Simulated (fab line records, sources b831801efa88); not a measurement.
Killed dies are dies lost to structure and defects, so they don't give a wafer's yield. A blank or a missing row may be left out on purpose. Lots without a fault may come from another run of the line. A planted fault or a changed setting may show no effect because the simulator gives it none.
fab line records | flow gf180mcu | part 2 of 2: steps 29 to 37 of 37
record lots=5 wafers=15 last_day=34
route steps=602 shown V2@397 M3@409 V3@429
lots that met no fault: from a run of the same line without faults
start_h: hours from the record's first day to the start of the lot's first wafer shown | wait_h: hours since the lot's step before | " the same as in the row above | L1.1+2: a row that stands for several wafers | - no value, or no start given | * or withheld: withheld | < > ~ a bound
route shown NAME@n: a module of which the file shows steps, and the number in the route of the first | usual: mean/standard deviation of fault-free wafers | same: alike in all rows | chamber/n: place in a boat | sites: the reading at each site | _std_site: their standard deviation | _edge_site: outer sites' mean less inner sites' | radius_mm: how far each site lies from the wafer's centre | mask NAME#n: copy n | behind: the tool/chamber that last shaped the wafer | hold: why the lot was held/for how many hours/how that ended | device: the transistor (n, p or np) that didn't switch | end of line: the same wafers' tests at the end of the route | a step without rows: its recipe alone | killed: dies lost to structure and defects at the first sort, not the wafer's yield | map: a wafer's dies, x killed, . not, _ none there
set.NAME: the setting as run; set.NAME@STEP: as run at that earlier step | model.NAME: the simulator's own value behind a step, which no gauge read
lots at some steps of the route; a table a step, a row a wafer
services: from which hour (start_h, from the record's first day; less than 0 if before it) a tool's chamber was out of use, for how many hours, and why
## steps
# step GF_M3_METAL_ETCH_16
# recipe chemistry=Cl2/BCl3 mask_material=KrF target_depth_nm=750.8 stop_on=SiO2 pressure_mtorr=8 icp_w=800 bias_w=140 Cl2_flow_sccm=80 bcl3_flow_sccm=40 time_s=121.9
# usual drypump_motor_current_A=5.9/0.41 oes_product_au=1.000/0.0063 throttle_valve_pct=28.219/0.0099
# columns lot.wafer tool chamber start_h wait_h drypump_motor_current_A oes_product_au rf_hours_counter_h throttle_valve_pct
L076.2 rie_metal-04 1 507.50 0.0 6.5 0.993 12 28.213
L076.3 " 0 " " 5.8 0.995 - 28.210
L076.4 " 1 " " 6.4 0.994 - 28.224
L077.1 rie_metal-04 0 514.60 0.0 5.7 0.997 10 28.217
L077.5 " 0 " " 5.7 0.998 - 28.220
L077.6 " 1 " " 6.5 0.997 - 28.240
L079.1 rie_metal-01 1 532.30 0.0 5.8 0.997 9 28.220
L079.4 " 0 " " 5.2 0.995 - 28.221
L079.6 " 0 " " 5.2 0.997 - 28.236
L082.3 rie_metal-04 0 561.79 0.1 5.7 1.002 - 28.217
L082.4 " 0 " " 5.7 1.008 - 28.216
L082.5 " 0 " " 5.7 0.999 - 28.224
L097.3 rie_metal-03 1 679.84 0.1 5.7 0.990 - 28.222
L097.4 " 0 " " 6.2 1.000 - 28.230
L097.6 " 0 " " 6.2 0.999 - 28.216
# step GF_M3_STRIP_17
# recipe chemistry=O2/N2 power_w=1400 pressure_mtorr=1500 platen_temp_c=250 o2_flow_sccm=3000 n2_flow_sccm=300 overash_fraction=0.5
# usual drypump_motor_current_A=5.49/0.27 heater_power_w=324/33 oes_product_au=0.540/0.0048 strip_time_to_endpoint_s=7.45/0.048
# columns lot.wafer tool chamber start_h wait_h drypump_motor_current_A heater_power_w oes_product_au rf_hours_counter_h strip_time_to_endpoint_s
L076.2 plasma_asher-03 0 507.63 0.1 5.53 304 0.547 88 7.52
L076.3 " 0 " " 5.50 314 0.543 - 7.47
L076.4 " 1 " " 5.71 318 0.540 - 7.51
L077.1 plasma_asher-01 0 514.73 0.1 5.12 353 0.544 73 7.53
L077.5 " 0 " " 5.11 358 0.544 - 7.45
L077.6 " 1 " " 4.96 381 0.538 - 7.49
L079.1 plasma_asher-03 1 532.43 0.1 5.68 320 0.544 91 7.50
L079.4 " 0 " " 5.52 307 0.546 - 7.50
L079.6 " 0 " " 5.51 304 0.543 - 7.46
L082.3 plasma_asher-01 0 561.99 0.2 5.12 350 0.537 - 7.38
L082.4 " 1 " " 4.94 383 0.545 - 7.36
L082.5 " 0 " " 5.13 360 0.542 - 7.42
L097.3 plasma_asher-02 0 679.96 0.1 5.57 269 0.537 - 7.48
L097.4 " 1 " " 5.73 335 0.543 - 7.44
L097.6 " 1 " " 5.76 342 0.536 - 7.45
# step GF_M3_STRIP_18
# recipe chemistry=post_etch_residue_remover time_s=1200 temp_c=72.5
# usual bath_heat_duty_pct=15.2/1.1
# columns lot.wafer tool chamber start_h wait_h bath_heat_duty_pct
L076.2 wet_bench-02 0 507.73 0.1 15.1
L076.3 " 0 " " 14.9
L076.4 " 0 " " 16.6
L077.1 wet_bench-02 0 514.83 0.1 16.6
L077.5 " 0 " " 15.9
L077.6 " 0 " " 17.0
L079.1 wet_bench-03 1 532.53 0.1 14.7
L079.4 " 1 " " 14.3
L079.6 " 1 " " 15.2
L082.3 wet_bench-03 0 562.06 0.0 15.9
L082.4 " 0 " " 16.8
L082.5 " 0 " " 15.7
L097.3 wet_bench-03 0 680.03 0.0 16.6
L097.4 " 0 " " 14.8
L097.6 " 0 " " 14.4
# step GF_M3_CLEAN_19
# recipe chemistry=DIW dry=n2_spin
# columns lot.wafer tool chamber start_h wait_h
L076.2+3+4 wet_bench-01 2 508.07 0.0
L077.1+5+6 wet_bench-03 3 515.20 0.0
L079.1+4+6 wet_bench-02 1 532.87 0.0
L082.3+4+5 wet_bench-02 0 562.40 0.0
L097.3+4+6 wet_bench-01 1 680.40 0.0
# step GF_V3_CVD_00
# recipe material=SiO2 target_thk_nm=600 sigma_open_frac=0.3 temp_c=400 time_s=100 sih4_flow_sccm=60 pressure_mtorr=6
# usual pressure_mtorr=6.002/0.011
# columns lot.wafer tool chamber start_h wait_h pressure_mtorr
L076.2 hdpcvd-01 1 508.17 0.0 5.975
L076.3 " 2 " " 5.973
L076.4 " 0 " " 5.998
L077.1 hdpcvd-01 0 515.30 0.0 6.004
L077.5 " 2 " " 6.003
L077.6 " 1 " " 6.001
L079.1 hdpcvd-01 2 532.96 0.0 5.993
L079.4 " 1 " " 6.020
L079.6 " 2 " " 6.008
L082.3 hdpcvd-01 2 562.49 0.0 5.992
L082.4 " 1 " " 6.003
L082.5 " 0 " " 6.007
L097.3 hdpcvd-02 0 680.49 0.0 6.006
L097.4 " 2 " " 5.994
L097.6 " 1 " " 5.980
# step GF_V3_THK_MEAS_01
# recipe reads=SiO2_of_V3_CVD_00
# usual V3_CVD_00_THK=600/6
# columns lot.wafer tool chamber start_h wait_h V3_CVD_00_THK[nm]
L076.2 film_metro-03 - 508.26 0.0 599
L076.3 " - " " 595
L076.4 " - " " 596
L077.1 film_metro-01 - 515.37 0.0 599
L077.5 " - " " 598
L077.6 " - " " 596
L079.1 film_metro-03 - 533.04 0.0 599
L079.4 " - " " 603
L079.6 " - " " 600
L082.3 film_metro-02 - 562.59 0.1 611
L082.4 " - " " 600
L082.5 " - " " 609
L097.3 film_metro-03 - 680.59 0.1 602
L097.4 " - " " 598
L097.6 " - " " 605
# step GF_V3_CVD_02
# recipe material=SiO2 target_thk_nm=850 precursor=TEOS temp_c=400 time_s=94.851 rf_w=600
# usual heater_power_w=663/74
# columns lot.wafer tool chamber start_h wait_h heater_power_w
L076.2 pecvd-01 2 508.31 0.0 724
L076.3 " 1 " " 696
L076.4 " 1 " " 561
L077.1 pecvd-02 1 515.43 0.1 607
L077.5 " 1 " " 669
L077.6 " 0 " " 562
L079.1 pecvd-04 1 533.10 0.1 617
L079.4 " 0 " " 733
L079.6 " 2 " " 672
L082.3 pecvd-04 2 562.66 0.1 641
L082.4 " 1 " " 699
L082.5 " 2 " " 659
L097.3 pecvd-04 1 680.63 0.0 713
L097.4 " 1 " " 575
L097.6 " 2 " " 624
# step GF_V3_THK_MEAS_03
# recipe reads=SiO2_of_V3_CVD_02
# usual V3_CVD_02_THK=848/11
# columns lot.wafer tool chamber start_h wait_h V3_CVD_02_THK[nm]
L076.2 film_metro-03 - 508.38 0.0 850
L076.3 " - " " 845
L076.4 " - " " 865
L077.1 film_metro-03 - 515.53 0.1 834
L077.5 " - " " 853
L077.6 " - " " 854
L079.1 film_metro-02 - 533.17 0.0 836
L079.4 " - " " 860
L079.6 " - " " 851
L082.3 film_metro-01 - 562.75 0.1 847
L082.4 " - " " 850
L082.5 " - " " 855
L097.3 film_metro-01 - 680.72 0.1 843
L097.4 " - " " 860
L097.6 " - " " 858
# step GF_V3_CMP_04
# recipe material=SiO2 down_force_psi=4 platen_rpm=60 pad_velocity_m_s=0.94248
# usual head_pressure_psi=3.999/0.0096 motor_current_A=12.1/1.2 time_to_endpoint_s=81/5.6
# columns lot.wafer tool chamber start_h wait_h head_pressure_psi motor_current_A time_to_endpoint_s
L076.3 cmp-01 3 508.43 0.0 3.995 13.0 83
L076.2 " 0 " " 4.002 13.3 81
L076.4 " 2 " " 3.997 10.8 87
L077.1 cmp-02 0 515.64 0.1 3.996 11.7 70
L077.6 " 3 " " 4.008 12.5 80
L077.5 " 0 " " 4.009 11.6 79
L079.1 cmp-01 3 533.23 0.1 4.008 12.6 76
L079.4 " 1 " " 3.995 11.1 91
L079.6 " 3 " " 4.007 14.2 85
L082.3 cmp-01 3 562.79 0.0 3.994 14.2 84
L082.4 " 2 " " 4.016 10.5 87
L082.5 " 3 " " 4.007 12.8 89
L097.4 cmp-01 1 680.81 0.1 3.984 11.3 81
L097.3 " 3 " " 3.986 13.5 72
L097.6 " 1 " " 3.997 11.1 76
## services
# columns tool chamber start_h hours kind
krf_scanner-02 - 488.64 1.3 pm
cmp-01 - 492.46 1.2 repair
cmp-02 - 502.54 0.3 repair
pvd_sputter-02 - 503.50 1.7 repair
rie_diel-04 3 535.33 2.6 repair
pvd_sputter-03 - 556.36 9.2 repair
krf_scanner-02 - 559.46 3.6 pm
cmp-01 - 572.12 4.0 pm
cmp-02 - 572.78 2.2 repair
cmp-02 - 574.47 0.5 repair
krf_scanner-02 - 577.79 1.0 pm
pvd_sputter-02 - 580.93 1.2 repair
krf_scanner-02 - 583.86 0.8 pm
pvd_sputter-02 - 587.65 4.8 repair
rie_diel-04 3 589.06 4.6 repair
pvd_sputter-04 - 591.21 1.6 repair
krf_scanner-02 - 591.52 1.3 repair
cmp-02 - 598.45 3.0 repair
hdpcvd-01 0 617.26 7.6 repair
cmp-01 - 637.96 14.3 pm
pvd_sputter-03 - 641.55 0.9 repair
wet_bench-02 - 648.13 4.4 pm
pvd_sputter-04 - 675.06 1.9 repair
wet_bench-02 - 680.58 1.9 pm
